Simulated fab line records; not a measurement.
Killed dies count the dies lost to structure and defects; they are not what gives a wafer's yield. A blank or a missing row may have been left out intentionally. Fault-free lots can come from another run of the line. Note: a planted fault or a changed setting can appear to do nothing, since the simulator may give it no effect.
fab line records | flow gf180mcu
[record] lots = 7 | wafers = 21 | lastDay = 32
route steps=602 shown SAB@275 SALICIDE@278 CONTACT@287
lots that met no fault: taken from a fault-free run of the same line
startH: hours from the record's first day to the start of the lot's first wafer shown | waitH: hours since the lot's step before | " same as the row above | L1.1+2: several wafers, shown together as one row | - value missing, or start not given | * or withheld: withheld | < > ~ a bound
route shown NAME@n: NAME is a module with steps in the file, n the number in the route of the first one | usual: mean/standard deviation of fault-free wafers | same: alike in all rows | chamber/n: place in a boat | sites: per-site readings | _std_site: how widely they spread, as a standard deviation | _edge_site: inner sites' mean taken away from outer sites' mean | radiusMm: for every site, how far away it sits from the centre of the wafer | mask NAME#n: copy n | behind: tool/chamber where the wafer was last shaped | hold: the reason the lot was held/the length of the hold in hours/how it ended | device: names the non-switching transistor (n, p or np) | end of line: the tests these same wafers got at the end of their route | a step with no rows: only its recipe | killed: the dies lost at the first sort to structure and to defects; this is not the yield of the wafer | map: the dies of a wafer, with x for killed, . for not killed, _ for no die there
set.NAME: the run value of the setting; set.NAME@STEP: its run value at that earlier step | model.NAME: the simulator's own value behind a step, which no gauge read
lots seen at some steps along the route; tables by step, rows by wafer
services: the hour from which a tool's chamber was out of use, counted from the record's first day as startH (under 0 if before that day), plus the number of hours and why
[[steps]]
[step GF_SAB_ETCH_11]
[recipe] chemistry = C4F8/O2/Ar | maskMaterial = NOVOLAK | target = SiO2 | targetDepthNm = 55 | sourceW = 1500 | biasW = 1200 | pressureMtorr = 40 | c4f8FlowSccm = withheld | O2_flow_sccm = 6 | Ar_flow_sccm = 300 | timeS = 8.5
[usual] oesProductAu = 1.005/0.012
lot.wafer | tool       | chamber | startH | waitH | oesProductAu | rfHoursCounterH
L666.1    | rieDiel-04 | 1       | 355.55 | 0.0   | 1.015        | 5
L666.3    | "          | 0       | "      | "     | 1.006        | 34
L666.4    | "          | 2       | "      | "     | 1.000        | 89
L669.3    | rieDiel-02 | 2       | 380.54 | 0.0   | 1.020        | 36
L669.4    | "          | 3       | "      | "     | 1.017        | -
L669.6    | "          | 0       | "      | "     | 1.000        | -
L670.1    | rieDiel-04 | 3       | 385.30 | 0.0   | 0.987        | 2
L670.5    | "          | 3       | "      | "     | 0.991        | -
L670.6    | "          | 2       | "      | "     | 1.003        | -
L671.2    | rieDiel-04 | 3       | 404.44 | 0.0   | 1.006        | 3
L671.3    | "          | 1       | "      | "     | 1.021        | 6
L671.6    | "          | 1       | "      | "     | 1.019        | -
L674.1    | rieDiel-04 | 3       | 429.85 | 0.0   | 0.995        | 3
L674.2    | "          | 0       | "      | "     | 1.008        | 35
L674.4    | "          | 2       | "      | "     | 1.002        | 91
L677.3    | rieDiel-04 | 0       | 455.50 | 0.0   | 1.001        | 36
L677.5    | "          | 0       | "      | "     | 1.001        | -
L677.6    | "          | 3       | "      | "     | 1.002        | -
L678.4    | rieDiel-04 | 0       | 459.28 | 0.0   | 0.993        | 36
L678.5    | "          | 3       | "      | "     | 1.001        | -
L678.6    | "          | 2       | "      | "     | 1.014        | -
[step GF_SAB_WET_ETCH_12]
[recipe] chemistry = dHF | targetDepthNm = 22 | dry = n2Spin | target = SiO2 | tempC = 25 | dilution = 100:1 | timeS = 440
[step GF_SAB_STRIP_13]
[recipe] chemistry = O2/N2 | powerW = 1400 | pressureMtorr = 1500 | platenTempC = 250 | o2FlowSccm = 3000 | n2FlowSccm = 300 | overashFraction = 0.5
[usual] drypumpMotorCurrentA = 6.0/0.31 | heaterPowerW = 308/28 | o2FlowSccm = 3000/8.1 | oesProductAu = 0.710/0.0042 | stripTimeToEndpointS = 12.60/0.033
lot.wafer | tool           | chamber | startH | waitH | drypumpMotorCurrentA | heaterPowerW | o2FlowSccm | oesProductAu | rfHoursCounterH | stripTimeToEndpointS
L666.1    | plasmaAsher-01 | 1       | 355.72 | 0.0   | 5.9                  | 298          | 3011       | 0.713        | 72              | 12.64
L666.3    | "              | 1       | "      | "     | 5.9                  | 289          | 2986       | 0.709        | -               | 12.64
L666.4    | "              | 0       | "      | "     | 6.2                  | 325          | 3003       | 0.712        | -               | 12.64
L669.3    | plasmaAsher-03 | 0       | 380.74 | 0.0   | 6.2                  | 261          | 2993       | 0.707        | -               | 12.55
L669.4    | "              | 1       | "      | "     | 5.8                  | 326          | 3000       | 0.703        | -               | 12.52
L669.6    | "              | 0       | "      | "     | 6.2                  | 257          | 2999       | 0.717        | -               | 12.59
L670.1    | plasmaAsher-01 | 0       | 385.47 | 0.0   | 6.2                  | 327          | 2991       | 0.714        | 76              | 12.58
L670.5    | "              | 0       | "      | "     | 6.3                  | 324          | 2989       | 0.711        | -               | 12.58
L670.6    | "              | 1       | "      | "     | 5.9                  | 300          | 2991       | 0.709        | -               | 12.56
L671.2    | plasmaAsher-04 | 1       | 404.60 | 0.0   | 5.3                  | 288          | 3009       | 0.714        | 73              | 12.58
L671.3    | "              | 0       | "      | "     | 6.4                  | 364          | 3015       | 0.704        | -               | 12.61
L671.6    | "              | 1       | "      | "     | 5.3                  | 288          | 2999       | 0.712        | -               | 12.60
L674.1    | plasmaAsher-03 | 1       | 430.08 | 0.1   | 5.8                  | 322          | 3004       | 0.712        | 32              | 12.58
L674.2    | "              | 0       | "      | "     | 6.2                  | 264          | 2993       | 0.708        | 32              | 12.59
L674.4    | "              | 0       | "      | "     | 6.2                  | 267          | 2994       | 0.722        | -               | 12.62
L677.3    | plasmaAsher-01 | 1       | 455.69 | 0.0   | 5.9                  | 287          | 2995       | 0.715        | -               | 12.61
L677.5    | "              | 1       | "      | "     | 5.9                  | 285          | 3000       | 0.707        | -               | 12.58
L677.6    | "              | 0       | "      | "     | 6.2                  | 313          | 3010       | 0.709        | -               | 12.63
L678.4    | plasmaAsher-01 | 1       | 459.48 | 0.0   | 5.9                  | 290          | 2992       | 0.713        | -               | 12.59
L678.5    | "              | 0       | "      | "     | 6.3                  | 312          | 2988       | 0.711        | -               | 12.58
L678.6    | "              | 1       | "      | "     | 5.9                  | 290          | 3011       | 0.713        | -               | 12.60
[step GF_SALICIDE_CLEAN_00]
[recipe] chemistry = SC1/SC2 | mix = 1:4:20 | tempC = 70 | timeS = 150
[step GF_SALICIDE_WET_ETCH_01]
[recipe] chemistry = dHF | targetDepthNm = 5 | dry = ipaMarangoni | target = SiO2 | tempC = 25 | dilution = 100:1 | timeS = 100
[step GF_SALICIDE_SPUTTER_02]
[recipe] material = Co | targetThkNm = 10 | powerW = 1000 | timeS = 20 | chamberPressurePa = 0.4
[step GF_SALICIDE_SPUTTER_03]
[recipe] material = TiN | targetThkNm = 20 | powerW = 6500 | timeS = 16.4 | chamberPressurePa = 0.4
[usual] throttleValvePct = 30.0/0.57
lot.wafer | tool          | chamber | startH | waitH | throttleValvePct
L666.1    | pvdSputter-04 | -       | 355.93 | 0.0   | 29.6
L666.3    | "             | -       | "      | "     | 30.0
L666.4    | "             | -       | "      | "     | 30.3
L669.3    | pvdSputter-04 | -       | 380.92 | 0.0   | 29.9
L669.4    | "             | -       | "      | "     | 30.2
L669.6    | "             | -       | "      | "     | 30.2
L670.1    | pvdSputter-01 | -       | 385.68 | 0.0   | 29.1
L670.5    | "             | -       | "      | "     | 30.5
L670.6    | "             | -       | "      | "     | 29.3
L671.2    | pvdSputter-04 | -       | 404.81 | 0.0   | 29.9
L671.3    | "             | -       | "      | "     | 30.8
L671.6    | "             | -       | "      | "     | 30.0
L674.1    | pvdSputter-01 | -       | 430.30 | 0.0   | 29.5
L674.2    | "             | -       | "      | "     | 29.7
L674.4    | "             | -       | "      | "     | 30.6
L677.3    | pvdSputter-02 | -       | 455.88 | 0.0   | 29.0
L677.5    | "             | -       | "      | "     | 30.9
L677.6    | "             | -       | "      | "     | 30.5
L678.4    | pvdSputter-02 | -       | 459.68 | 0.0   | 31.2
L678.5    | "             | -       | "      | "     | 30.2
L678.6    | "             | -       | "      | "     | 29.4
[step GF_SALICIDE_RS_MEAS_04]
[recipe] thkMeasGauge = four-point-probe | reads = TiN_of_SALICIDE_SPUTTER_03+Co_of_SALICIDE_SPUTTER_02
[usual] SALICIDE_TIN_RS = 16.4/0.41
lot.wafer | tool         | chamber | startH | waitH | SALICIDE_TIN_RS[ohm/sq]
L666.1    | filmMetro-04 | -       | 355.96 | 0.0   | 16.1
L666.3    | "            | -       | "      | "     | 16.2
L666.4    | "            | -       | "      | "     | 17.0
L669.3    | filmMetro-02 | -       | 380.99 | 0.1   | 16.4
L669.4    | "            | -       | "      | "     | 16.9
L669.6    | "            | -       | "      | "     | 16.9
L670.1    | filmMetro-04 | -       | 385.71 | 0.0   | 16.1
L670.5    | "            | -       | "      | "     | 16.0
L670.6    | "            | -       | "      | "     | 15.9
L671.2    | filmMetro-02 | -       | 404.86 | 0.0   | 15.9
L671.3    | "            | -       | "      | "     | 15.7
L671.6    | "            | -       | "      | "     | 16.6
L674.1    | filmMetro-04 | -       | 430.32 | 0.0   | 16.1
L674.2    | "            | -       | "      | "     | 16.1
L674.4    | "            | -       | "      | "     | 16.1
L677.3    | filmMetro-02 | -       | 455.94 | 0.1   | 16.3
L677.5    | "            | -       | "      | "     | 16.3
L677.6    | "            | -       | "      | "     | 15.9
L678.4    | filmMetro-02 | -       | 459.75 | 0.1   | 16.7
L678.5    | "            | -       | "      | "     | 15.9
L678.6    | "            | -       | "      | "     | 16.3
[step GF_SALICIDE_THK_MEAS_05]
[recipe] thkMeasGauge = xrf | reads = TiN_of_SALICIDE_SPUTTER_03
[usual] SALICIDE_TIN_THK = 19.45/0.29
lot.wafer | tool         | chamber | startH | waitH | SALICIDE_TIN_THK[nm]
L666.1    | filmMetro-04 | -       | 356.08 | 0.1   | 19.39
L666.3    | "            | -       | "      | "     | 19.53
L666.4    | "            | -       | "      | "     | 19.42
L669.3    | filmMetro-02 | -       | 381.09 | 0.1   | 19.37
L669.4    | "            | -       | "      | "     | 19.64
L669.6    | "            | -       | "      | "     | 19.52
L670.1    | filmMetro-04 | -       | 385.83 | 0.1   | 19.29
L670.5    | "            | -       | "      | "     | 19.69
L670.6    | "            | -       | "      | "     | 19.26
L671.2    | filmMetro-02 | -       | 404.97 | 0.1   | 19.43
L671.3    | "            | -       | "      | "     | 19.53
L671.6    | "            | -       | "      | "     | 19.73
L674.1    | filmMetro-04 | -       | 430.44 | 0.1   | 19.50
L674.2    | "            | -       | "      | "     | 19.17
L674.4    | "            | -       | "      | "     | 19.67
L677.3    | filmMetro-02 | -       | 456.04 | 0.1   | 19.16
L677.5    | "            | -       | "      | "     | 19.34
L677.6    | "            | -       | "      | "     | 19.97
L678.4    | filmMetro-02 | -       | 459.84 | 0.1   | 19.51
L678.5    | "            | -       | "      | "     | 20.12
L678.6    | "            | -       | "      | "     | 19.72
[step GF_SALICIDE_RTA_06]
[recipe] tempC = 530 | timeS = 30 | ambient = N2
[usual] lampPowerPct = 6.6/0.42 | wafer_temp_C_max = 533.2/0.62
lot.wafer | tool         | chamber | startH | waitH | lampPowerPct | wafer_temp_C_max
L666.1    | rtpAnneal-01 | 0       | 356.14 | 0.1   | 6.3          | 532.4
L666.3    | "            | 0       | "      | "     | 6.3          | 532.7
L666.4    | "            | 0       | "      | "     | 6.3          | 532.4
L669.3    | rtpAnneal-01 | 0       | 381.16 | 0.1   | 6.3          | 533.1
L669.4    | "            | 0       | "      | "     | 6.3          | 533.3
L669.6    | "            | 0       | "      | "     | 6.3          | 534.5
L670.1    | rtpAnneal-01 | 0       | 385.89 | 0.1   | 6.3          | 533.9
L670.5    | "            | 0       | "      | "     | 6.3          | 533.0
L670.6    | "            | 0       | "      | "     | 6.3          | 532.0
L671.2    | rtpAnneal-01 | 0       | 405.03 | 0.1   | 6.3          | 533.8
L671.3    | "            | 0       | "      | "     | 6.2          | 532.6
L671.6    | "            | 0       | "      | "     | 6.3          | 534.0
L674.1    | rtpAnneal-01 | 0       | 430.50 | 0.1   | 6.3          | 532.9
L674.2    | "            | 0       | "      | "     | 6.3          | 533.3
L674.4    | "            | 0       | "      | "     | 6.3          | 532.8
L677.3    | rtpAnneal-01 | 0       | 456.11 | 0.1   | 6.3          | 532.9
L677.5    | "            | 0       | "      | "     | 6.3          | 532.6
L677.6    | "            | 0       | "      | "     | 6.3          | 533.2
L678.4    | rtpAnneal-02 | 0       | 459.92 | 0.1   | 7.1          | 533.0
L678.5    | "            | 0       | "      | "     | 7.1          | 533.1
L678.6    | "            | 0       | "      | "     | 7.1          | 533.4
[step GF_SALICIDE_WET_ETCH_07]
[recipe] chemistry = SPM | targetDepthNm = 120 | dry = n2Spin
[step GF_SALICIDE_RTA_08]
[recipe] tempC = 800 | timeS = 30 | ambient = N2
[usual] lampPowerPct = 18.6/1.2 | wafer_temp_C_max = 804.8/0.92
lot.wafer | tool         | chamber | startH | waitH | lampPowerPct | wafer_temp_C_max
L666.1    | rtpAnneal-01 | 0       | 356.38 | 0.0   | 17.4         | 803.4
L666.3    | "            | 0       | "      | "     | 17.4         | 805.0
L666.4    | "            | 0       | "      | "     | 17.4         | 805.7
L669.3    | rtpAnneal-02 | 0       | 381.35 | 0.0   | 19.7         | 802.9
L669.4    | "            | 0       | "      | "     | 19.7         | 803.8
L669.6    | "            | 0       | "      | "     | 19.7         | 804.7
L670.1    | rtpAnneal-02 | 0       | 386.08 | 0.0   | 19.7         | 805.6
L670.5    | "            | 0       | "      | "     | 19.7         | 803.9
L670.6    | "            | 0       | "      | "     | 19.7         | 805.2
L671.2    | rtpAnneal-02 | 0       | 405.22 | 0.0   | 19.7         | 804.5
L671.3    | "            | 0       | "      | "     | 19.7         | 805.1
L671.6    | "            | 0       | "      | "     | 19.7         | 806.6
L674.1    | rtpAnneal-02 | 0       | 430.69 | 0.0   | 19.7         | 804.4
L674.2    | "            | 0       | "      | "     | 19.7         | 805.4
L674.4    | "            | 0       | "      | "     | 19.7         | 804.2
L677.3    | rtpAnneal-02 | 0       | 456.31 | 0.0   | 19.7         | 805.0
L677.5    | "            | 0       | "      | "     | 19.7         | 804.5
L677.6    | "            | 0       | "      | "     | 19.7         | 804.6
L678.4    | rtpAnneal-01 | 0       | 460.12 | 0.1   | 17.4         | 804.3
L678.5    | "            | 0       | "      | "     | 17.4         | 804.4
L678.6    | "            | 0       | "      | "     | 17.4         | 804.1
[step GF_CONTACT_CVD_00]
[recipe] material = SiO2 | targetThkNm = 300 | sigmaOpenFrac = 0.3 | tempC = 400 | timeS = 50 | sih4FlowSccm = 60 | pressureMtorr = 6
[usual] susceptorTempC = 399.97/0.21
lot.wafer | tool      | chamber | startH | waitH | susceptorTempC
L666.1    | hdpcvd-02 | 2       | 356.48 | 0.1   | 399.97
L666.3    | "         | 0       | "      | "     | 399.71
L666.4    | "         | 1       | "      | "     | 399.94
L669.3    | hdpcvd-01 | 1       | 381.42 | 0.1   | 400.11
L669.4    | "         | 2       | "      | "     | 400.07
L669.6    | "         | 1       | "      | "     | 400.13
L670.1    | hdpcvd-02 | 1       | 386.18 | 0.1   | 399.81
L670.5    | "         | 2       | "      | "     | 399.73
L670.6    | "         | 0       | "      | "     | 399.86
L670.1    | hdpcvd-02 | 1       | 386.39 | 0.2   | 399.74
L670.5    | "         | 2       | "      | "     | 399.79
L670.6    | "         | 0       | "      | "     | 400.06
L671.2    | hdpcvd-02 | 1       | 405.31 | 0.1   | 400.37
L671.3    | "         | 0       | "      | "     | 400.26
L671.6    | "         | 0       | "      | "     | 400.06
L671.2    | hdpcvd-02 | 1       | 405.52 | 0.2   | 400.58
L671.3    | "         | 0       | "      | "     | 399.99
L671.6    | "         | 0       | "      | "     | 399.76
L674.1    | hdpcvd-01 | 0       | 430.79 | 0.1   | 399.67
L674.2    | "         | 2       | "      | "     | 399.55
L674.4    | "         | 1       | "      | "     | 399.84
L677.3    | hdpcvd-01 | 2       | 456.37 | 0.1   | 399.78
L677.5    | "         | 1       | "      | "     | 399.84
L677.6    | "         | 0       | "      | "     | 400.09
L678.4    | hdpcvd-01 | 0       | 460.19 | 0.1   | 399.94
L678.5    | "         | 1       | "      | "     | 400.07
L678.6    | "         | 2       | "      | "     | 399.91
L678.4    | hdpcvd-01 | 0       | 460.40 | 0.2   | 399.89
L678.5    | "         | 1       | "      | "     | 400.10
L678.6    | "         | 2       | "      | "     | 399.94
[step GF_CONTACT_THK_MEAS_01]
[recipe] reads = SiO2_of_CONTACT_CVD_00
[usual] CONTACT_CVD_00_THK = 300/4.4
lot.wafer | tool         | chamber | startH | waitH | CONTACT_CVD_00_THK[nm]
L666.1    | filmMetro-04 | -       | 356.52 | 0.0   | 299
L666.3    | "            | -       | "      | "     | 305
L666.4    | "            | -       | "      | "     | 303
L669.3    | filmMetro-03 | -       | 381.48 | 0.0   | 303
L669.4    | "            | -       | "      | "     | 295
L669.6    | "            | -       | "      | "     | 301
L670.1    | filmMetro-03 | -       | 386.43 | 0.0   | 597
L670.5    | "            | -       | "      | "     | 595
L670.6    | "            | -       | "      | "     | 606
L670.1    | filmMetro-03 | -       | 386.66 | 0.2   | 597
L670.5    | "            | -       | "      | "     | 594
L670.6    | "            | -       | "      | "     | 605
L671.2    | filmMetro-04 | -       | 405.66 | 0.1   | 603
L671.3    | "            | -       | "      | "     | 600
L671.6    | "            | -       | "      | "     | 605
L671.2    | filmMetro-04 | -       | 405.95 | 0.3   | 603
L671.3    | "            | -       | "      | "     | 600
L671.6    | "            | -       | "      | "     | 605
L674.1    | filmMetro-04 | -       | 430.84 | 0.0   | 292
L674.2    | "            | -       | "      | "     | 307
L674.4    | "            | -       | "      | "     | 306
L677.3    | filmMetro-03 | -       | 456.44 | 0.0   | 300
L677.5    | "            | -       | "      | "     | 302
L677.6    | "            | -       | "      | "     | 292
L678.4    | filmMetro-01 | -       | 460.45 | 0.0   | 581
L678.5    | "            | -       | "      | "     | 602
L678.6    | "            | -       | "      | "     | 601
L678.4    | filmMetro-01 | -       | 460.68 | 0.2   | 580
L678.5    | "            | -       | "      | "     | 602
L678.6    | "            | -       | "      | "     | 601
[[services]]
tool           | chamber | startH | hours | kind
rieDiel-04     | 0       | 338.28 | 3.5   | repair
plasmaAsher-03 | -       | 341.69 | 1.2   | repair
rieDiel-04     | 0       | 351.70 | 1.6   | repair
rtpAnneal-02   | -       | 352.79 | 8.0   | repair
rieDiel-02     | 0       | 360.60 | 17.9  | repair
pvdSputter-04  | -       | 367.59 | 1.8   | repair
rieDiel-02     | 3       | 369.13 | 5.3   | repair
pvdSputter-04  | -       | 373.11 | 1.0   | repair
rieDiel-02     | -       | 374.97 | 2.8   | pm
rieDiel-02     | 1       | 378.33 | 4.1   | repair
plasmaAsher-04 | -       | 387.91 | 0.8   | repair
plasmaAsher-01 | -       | 388.88 | 2.8   | pm
hdpcvd-01      | 2       | 392.08 | 11.6  | repair
pvdSputter-02  | -       | 393.13 | 2.4   | repair
rieDiel-02     | 2       | 401.65 | 1.5   | repair
hdpcvd-01      | 2       | 415.14 | 3.6   | repair
plasmaAsher-01 | -       | 421.25 | 9.0   | pm
plasmaAsher-01 | 0       | 421.25 | 17.1  | ventCycle
plasmaAsher-01 | -       | 421.36 | 1.3   | repair
hdpcvd-01      | -       | 421.94 | 0.8   | repair
plasmaAsher-01 | -       | 426.72 | 11.7  | repair
plasmaAsher-01 | -       | 440.83 | 0.7   | repair
rieDiel-02     | 2       | 454.16 | 8.7   | repair
plasmaAsher-03 | -       | 458.81 | 2.8   | pm
[[key]]
[firstSign] step = GF_CONTACT_CVD_00 | reading = visit | direction = added
[effect] step = GF_CONTACT_THK_MEAS_01 | reading = visit | direction = added
[effect] step = GF_CONTACT_THK_MEAS_01 | reading = CONTACT_CVD_00_THK | direction = up | sigmas = 69 | usual = 300 | struck = 599
metAt GF_CONTACT_CVD_00
struckWafers L670.1,L670.5,L670.6,L671.2,L671.3,L671.6,L678.4,L678.5,L678.6
scrappedBehind GF_CONTACT_THK_MEAS_01 L670.1,L670.5,L670.6,L671.2,L671.3,L671.6,L678.4,L678.5,L678.6
[fault] kind = repeatedStepWhole | tool = hdpcvd-01,hdpcvd-02 | chamber = - | onsetH = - | steps = GF_CONTACT_CVD_00 | times = 1 | scope = struckLotsOnly
